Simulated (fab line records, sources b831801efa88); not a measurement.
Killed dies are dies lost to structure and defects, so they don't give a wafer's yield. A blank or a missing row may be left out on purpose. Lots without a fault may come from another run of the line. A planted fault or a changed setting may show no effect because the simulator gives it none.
One fault seen from 2 desks | flow sky130 | each desk has only its own numbers; what lay behind them comes last

THE METROLOGY DESK
What the gauges read, lot by lot, whatever tool the lot ran on: means of the sampled wafers that have a number. A lot is out of limits, marked OUT, if its mean lies more than 4 standard deviations from the usual mean; the brackets give that distance.
Columns: A = VIA3_W_RS at SKY_VIA3_RS_MEAS_22, usual 0.297 ohm/sq; B = VIA3_W_THK at SKY_VIA3_THK_MEAS_23, usual 401 nm
lot  | first seen here | A     | B
L182 | day 40 16:27    | 0.302 | 395
L184 | day 41 17:28    | 0.300 | 385
L192 | day 44 02:38    | 0.293 | 403
L194 | day 44 07:37    | 0.297 | 398
L193 | day 44 09:08    | 0.301 | 395
L200 | day 45 14:50    | 0.293 | 405
This desk's finding: nothing out of limits on any of the 6 lots.

THE TOOL OWNER'S DESK: pvd_sputter-04
The tool's own readings at SKY_METAL4_SPUTTER_04 (material TiN, target thk 70 nm, time 58.3 s): means of the sampled wafers that have a number, for each lot that ran on this tool. A lot is out of limits, marked OUT, if its mean lies more than 4 standard deviations from the usual mean; the brackets give that distance.
Columns: A = cathode_dc_power_W at SKY_METAL4_SPUTTER_04, usual 6500.0 W; B = throttle_valve_pct at SKY_METAL4_SPUTTER_04, usual 29.8 %
lot  | first seen here | A                        | B
L182 | day 40 17:02    | 6501.2                   | 30.1
L192 | day 44 03:14    | 7510.0 (+99 or more) OUT | 29.2
L193 | day 44 09:52    | 7509.9 (+99 or more) OUT | 28.9
This desk's finding: out of limits on L192, L193; first on L192, day 44 03:14 (cathode_dc_power_W at SKY_METAL4_SPUTTER_04). In limits: L182.

PUT TOGETHER
The tool owner's desk could have raised an alarm at day 44 03:14, on L192, L193.
The metrology desk saw nothing out of limits.
The metrology desk has L192, L193 on record, within its limits.
Of the lots named, all ran SKY_METAL4_SPUTTER_04 on pvd_sputter-04.

WHAT THE SIMULATOR HAD PUT IN
Process parameter drift: pvd_sputter-04, from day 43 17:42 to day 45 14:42, at SKY_METAL4_SPUTTER_04. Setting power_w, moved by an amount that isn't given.
Lots struck among those shown: L192, L193.
Hours from the fault's start to each desk's first reading out of limits: the tool owner's desk, 10.
